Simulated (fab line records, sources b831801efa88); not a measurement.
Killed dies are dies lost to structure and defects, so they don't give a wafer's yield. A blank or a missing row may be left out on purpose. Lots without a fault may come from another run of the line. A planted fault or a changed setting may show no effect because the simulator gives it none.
A struck lot beside a sound one | flow sky130 | 26 steps out of a route of 708
Sound: wafers L304.3, L304.4, L304.6. Struck: wafers L314.1, L314.4, L314.5. The cause comes at the end.
At each step with rows: each side's tool, then ch and its chambers, then its first start. Under that, the readings that differ: sound wafers | struck wafers | difference of the means | sigmas: that difference in standard deviations of wafers without a fault.
alike: readings whose means differ by less than 2 such deviations, and words and numbers that are the same on both sides. not compared: withheld readings, readings that some wafer has no value for, bounds like >300 that may hide the same value, and numbers for which the record gives no deviation and whose values overlap.
The two part at a step that has a row with sigmas, a row that says differs or no value, or rows on one side only. Numbers that don't overlap but have no deviation are shown without sigmas and don't part them. A reading that every wafer of one side lacks parts them only if that side has two wafers or more.

SKY_LOCAL_INTERCONNECT_STRIP_15: strips in O2/N2.
  sound on plasma_asher-02 ch 0,1, day 33 01:09; struck on plasma_asher-03 ch 0,1, day 35 23:01
  alike: drypump_motor_current_A, o2_flow_sccm, oes_product_au, strip_time_to_endpoint_s
  not compared: rf_hours_counter_h
then, 3 steps without rows for these wafers: SKY_LOCAL_INTERCONNECT_STRIP_16 (strips in post etch residue remover, time 1200 s); SKY_LOCAL_INTERCONNECT_CLEAN_17 (cleans in IPA, time 180 s); SKY_LOCAL_INTERCONNECT_CLEAN_18 (cleans in O3/DIW).
SKY_CONTACT_CVD_00: deposits Si3N4, target thk 75 nm.
  sound on pecvd-01 ch 0,2, day 33 01:48; struck on pecvd-02 ch 1,2, day 35 23:39
  alike: heater_power_w
SKY_CONTACT_THK_MEAS_01:
  sound on film_metro-02, day 33 01:51; struck on film_metro-04, day 35 23:41
  alike: CONTACT_CVD_00_THK
then, 1 step without rows for these wafers: SKY_CONTACT_HDPCVD_02 (deposits SiO2, target thk 565 nm, time 94.2 s).
SKY_CONTACT_THK_MEAS_03:
  sound on film_metro-04, day 33 01:59; struck on film_metro-02, day 35 23:49
  reading                 | sound       | struck      | difference | sigmas
  CONTACT_HDPCVD_THK (nm) | 564 558 561 | 571 575 576 | +13        | +2
SKY_CONTACT_CMP_04: polishes SiO2.
  sound on cmp-02 ch 2,3, day 33 02:01; struck on cmp-01 ch 1,2, day 35 23:52
  alike: motor_current_A, time_to_endpoint_s
SKY_CONTACT_BOW_MEAS_05:
  sound on film_metro-02, day 33 02:22; struck on film_metro-01, day 36 00:10
  alike: CONTACT_BOW
then, 2 steps without rows for these wafers: SKY_CONTACT_DEHYDRATE_06 (time 60 s); SKY_CONTACT_HMDS_07 (prime time 60 s).
SKY_CONTACT_COAT_08: resist thk 60 nm.
  sound on litho_track-01 ch 0, day 33 15:49; struck on litho_track-01 ch 0, day 36 12:49
  reading              | sound                | struck               | difference | sigmas
  spin_speed_rpm (rpm) | 3004.0 3003.5 3003.8 | 2268.5 2269.4 2272.2 | -733.7     | -99 or more
then, 5 steps without rows for these wafers: SKY_CONTACT_COAT_09 (resist thk 450 nm); SKY_CONTACT_SOFTBAKE_10 (time 90 s); SKY_CONTACT_EXPOSE_11 (exposes mask CTM1, target cd 170 nm); SKY_CONTACT_PEB_12; SKY_CONTACT_DEVELOP_13 (develop time 60 s).
SKY_CONTACT_CD_MEAS_14: target cd 170 nm.
  sound on cd_sem-02, day 34 05:42; struck on cd_sem-01, day 37 02:19
  reading    | sound             | struck            | difference | sigmas
  cd_nm (nm) | 169.0 169.5 170.6 | 173.7 173.9 172.4 | +3.6       | +2
SKY_CONTACT_OVL_MEAS_15:
  sound on overlay-01, day 34 05:47; struck on overlay-02, day 37 02:26
  alike: CONTACT_OVL
SKY_CONTACT_ETCH_16: etches BARC in N2/H2, stops on SiO2, time 45.9 s, target depth 60 nm.
  sound on rie_diel-04 ch 1,2,3, day 34 05:49; struck on rie_diel-04 ch 0,1, day 37 02:28
  reading                  | sound             | struck            | difference | sigmas
  oes_product_au (a.u.)    | 0.856 0.854 0.855 | 0.927 0.931 0.932 | +0.075     | +16
  model.etch.depth_nm (nm) | 60.1 60.11 60.11  | 69.14 69.1 69.27  | +9.06      |
  alike: bias_w, drypump_motor_current_A, throttle_valve_pct
  not compared: rf_hours_counter_h
SKY_CONTACT_ETCH_17: etches SiO2 in C4F8/O2/Ar, stops on Si3N4, target depth 340 nm.
  sound on rie_diel-04 ch 1,2,3, day 34 05:51; struck on rie_diel-04 ch 0,1, day 37 02:31
  alike: bias_w, oes_product_au
SKY_CONTACT_ETCH_18: etches Si3N4 in CHF3/O2, stops on TiN, time 39 s, target depth 75 nm.
  sound on rie_diel-04 ch 1,2,3; struck on rie_diel-04 ch 0,1
  alike: bias_w, drypump_motor_current_A, oes_product_au, throttle_valve_pct
  not compared: rf_hours_counter_h
SKY_CONTACT_STRIP_19: strips in O2/N2.
  sound on plasma_asher-01 ch 0,1, day 34 05:59; struck on plasma_asher-04 ch 0,1, day 37 02:36
  reading                      | sound             | struck            | difference | sigmas
  strip_time_to_endpoint_s (s) | 3.648 3.601 3.620 | 3.729 3.753 3.750 | +0.121     | +4
  alike: drypump_motor_current_A, o2_flow_sccm, oes_product_au
  not compared: rf_hours_counter_h
then, 1 step without rows for these wafers: SKY_CONTACT_STRIP_20 (strips in post etch residue remover, time 1200 s).
SKY_PAD_OPEN_PROBE_99:
  the record has rows for the sound wafers here (prober-01, day 47 19:07) and none for the struck ones

WHERE THEY PART
First at SKY_CONTACT_THK_MEAS_03; last, within this record, at SKY_PAD_OPEN_PROBE_99.

WHY: what the simulator had put in
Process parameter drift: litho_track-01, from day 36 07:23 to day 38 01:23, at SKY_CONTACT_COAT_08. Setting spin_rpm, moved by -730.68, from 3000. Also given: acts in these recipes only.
